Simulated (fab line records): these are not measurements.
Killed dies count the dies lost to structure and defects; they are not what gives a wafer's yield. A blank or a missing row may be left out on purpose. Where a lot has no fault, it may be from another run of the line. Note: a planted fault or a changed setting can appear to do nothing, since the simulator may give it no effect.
Comparing a struck lot with a sound one	flow sky130	18 out of 708 route steps
Sound: these wafers, L626.2, L626.4, L626.6. Wafers L637.2, L637.3, L637.5 were the ones struck. Last of all comes the cause.
For every step that has rows: the tool of each side, followed by ch and its chambers, followed by its first start. Under that, the readings that differ: sound wafers	struck wafers	difference of the means	sigmas: that difference in standard deviations of wafers without a fault.
alike: words and numbers the same on both sides, and readings whose means are apart by under 2 such deviations; not compared: readings that were withheld, readings missing a value for some wafer, numbers with overlapping values and no deviation given by the record, and bounds like >300 which may hide the same value.
The two part at a step that has a row with sigmas, a row that says differs or no value, or rows on one side only. When numbers do not overlap yet have no deviation, they are printed without sigmas and do not part them. A reading that every wafer of one side lacks parts them only if that side has two wafers or more.

SKY_LDD_HVP_STRIP_09: strips in O2/N2.
  sound on plasma_asher-04 ch 0,1, day 21 02:50; struck on plasma_asher-04 ch 0, day 26 04:10
  alike: drypump_motor_current_A, oes_product_au, strip_time_to_endpoint_s
  not compared: rf_hours_counter_h
SKY_LDD_HVP_TW_MEAS_10:
  sound on film_metro-01 at day 21 02:56; struck on film_metro-02 at day 26 04:16
  alike: LDD_HVP_TW
then, 7 steps without rows for these wafers: SKY_LDD_LDN_DEHYDRATE_00 (time 60 s); SKY_LDD_LDN_HMDS_01 (prime time 60 s); SKY_LDD_LDN_COAT_02 (resist thk 1140 nm); SKY_LDD_LDN_SOFTBAKE_03 (time 60 s); SKY_LDD_LDN_EXPOSE_04 (exposes mask LDNTM, target cd 700 nm); SKY_LDD_LDN_PEB_05; SKY_LDD_LDN_DEVELOP_06 (develop time 60 s).
SKY_LDD_LDN_OVL_MEAS_07:
  sound on overlay-02 at day 22 09:41; struck on overlay-01 at day 27 09:31
  alike: LDD_LDN_OVL
then, 2 steps without rows for these wafers: SKY_LDD_LDN_IMPLANT_08; SKY_LDD_LDN_IMPLANT_09.
SKY_LDD_LDN_IMPLANT_10:
  sound on implanter-02 ch 0, day 22 10:02; struck on implanter-02 ch 0, day 27 10:25
  alike: end_station_pressure_torr, rotation_deg
following that, these wafers have no rows for 1 step: SKY_LDD_LDN_IMPLANT_11.
SKY_LDD_LDN_STRIP_12: strips in O2/N2.
  sound on plasma_asher-04 ch 0,1, day 22 10:19; struck on plasma_asher-02 ch 0, day 27 10:50
  alike: drypump_motor_current_A, oes_product_au, strip_time_to_endpoint_s
  not compared: rf_hours_counter_h
SKY_LDD_LDN_TW_MEAS_13:
  sound on film_metro-03 at day 22 10:25; struck on film_metro-03 at day 27 10:56
reading	sound	struck	difference	sigmas
LDD_LDN_TW	1480 1481 1479	1551 1559 1553	+74	+9
then, 1 step without rows for these wafers: SKY_LDD_LDN_CLEAN_14 (cleans in SC1/SC2, time 150 s).
-- a jump in the record: the struck wafers' starts before and after are 21 days apart (it breaks off in module LDD_LDN and resumes in module PAD_OPEN, where the first step shown is number 708 of the route) --
SKY_PAD_OPEN_PROBE_99:
  sound on prober-02 at day 45 11:47; struck on prober-02 at day 48 15:41
reading	sound	struck	difference	sigmas
model.etest.tip_sonos.rs_ohm_sq	2711 2739 2712	2286 2268 2274	-445	
  alike: killed_at_M0_to_M3, killed_at_M4_up, killed_at_contacts, killed_at_front_end, killed_at_other, killed_dies, killed_on_rim, killed_open, killed_short

== WHERE THEY PART ==
Only at SKY_LDD_LDN_TW_MEAS_13, within this record. Later steps at which nothing parts them and some readings are alike: SKY_PAD_OPEN_PROBE_99.

WHY: whatever the simulator had introduced
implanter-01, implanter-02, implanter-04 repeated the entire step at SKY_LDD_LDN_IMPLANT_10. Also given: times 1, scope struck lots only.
